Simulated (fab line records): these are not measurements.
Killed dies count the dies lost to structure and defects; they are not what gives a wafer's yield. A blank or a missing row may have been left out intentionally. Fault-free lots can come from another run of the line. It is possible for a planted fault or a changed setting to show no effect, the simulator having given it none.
Comparing a struck lot with a sound one / flow sky130 / 15 steps out of a route of 708
Sound: wafers L474.2, L474.5, L474.6. Struck: wafer L483.1 (left out: L483.3, L483.4 of the same lot, which were not struck); the cause appears at the end.
Each step with rows lists, per side, the tool, then ch with its chambers, then its first start. Under that, the readings that differ: sound wafers / struck wafers / difference of the means / sigmas: that difference in standard deviations of wafers without a fault.
alike: a reading whose means differ by less than 2 such deviations, as well as words and numbers matching on both sides. not compared: withheld readings; readings where some wafer has no value; bounds like >300 that might hide an equal value; numbers whose values overlap and for which the record gives no deviation.
Wherever a step has rows on one side only, a row that says differs or no value, or a row with sigmas, the two part there. Numbers that don't overlap but have no deviation are shown without sigmas and don't part them. Lack of a reading on every wafer of one side parts them only where that side has two or more wafers.

first, 1 step without rows for these wafers: SKY_METAL5_CLEAN_19 (cleans in O3/DIW).
SKY_PASSIVATION_CVD_00: deposits SiO2, target thk 90 nm.
  sound on pecvd-03 ch 0,1,2, day 44 12:05; struck on pecvd-03 ch 0, day 47 03:35
  alike: heaterPowerW
SKY_PASSIVATION_THK_MEAS_01:
  struck on filmMetro-01, day 47 03:36; sound on filmMetro-02, day 44 12:07
  alike: PASSIVATION_CVD_00_THK
SKY_PASSIVATION_CVD_02: deposits Si3N4, target thk 540 nm.
  sound on pecvd-01 ch 1,2, day 44 12:10; struck on pecvd-01 ch 0, day 47 03:40
  alike: heaterPowerW
SKY_PASSIVATION_THK_MEAS_03:
  struck on filmMetro-03, day 47 03:53; sound on filmMetro-01, day 44 12:23
  alike: PASSIVATION_CVD_02_THK
then, 7 steps without rows for these wafers: SKY_PASSIVATION_DEHYDRATE_04 (time 60 s); SKY_PASSIVATION_HMDS_05 (prime time 60 s); SKY_PASSIVATION_COAT_06 (resist thk 3000 nm); SKY_PASSIVATION_SOFTBAKE_07; SKY_PASSIVATION_EXPOSE_08 (exposes mask NSM, target cd 3000 nm); SKY_PASSIVATION_PEB_09; SKY_PASSIVATION_DEVELOP_10 (develop time 60 s).
SKY_PASSIVATION_ETCH_11: etches the open film in CF4/O2, stops on AlCu, target depth 725 nm, time 161.1 s.
  sound on rieDiel-04 ch 0,2,3, day 45 10:07; struck on rieDiel-02 ch 3, day 47 23:13
reading=model.coat_of_PASSIVATION_COAT_06.thkNm (nm); sound=2524 2524 2536; struck=2283; difference=-245; sigmas=
  alike: drypumpMotorCurrentA, oesProductAu, throttleValvePct
  not compared: rfHoursCounterH
SKY_PASSIVATION_STRIP_12: strips in O2/N2.
  sound on plasmaAsher-04 ch 0,1, day 45 10:14; struck on plasmaAsher-01 ch 0, day 47 23:20
reading=stripTimeToEndpointS (s); sound=31.59 31.61 31.74; struck=28.81; difference=-2.84; sigmas=-26
  alike: drypumpMotorCurrentA, oesProductAu
  not compared: rfHoursCounterH
then, 1 step without rows for these wafers: SKY_PAD_OPEN_DEHYDRATE_00 (time 60 s).

WHERE THEY PART
Within this record, at SKY_PASSIVATION_STRIP_12 only.

WHY: whatever the simulator had introduced
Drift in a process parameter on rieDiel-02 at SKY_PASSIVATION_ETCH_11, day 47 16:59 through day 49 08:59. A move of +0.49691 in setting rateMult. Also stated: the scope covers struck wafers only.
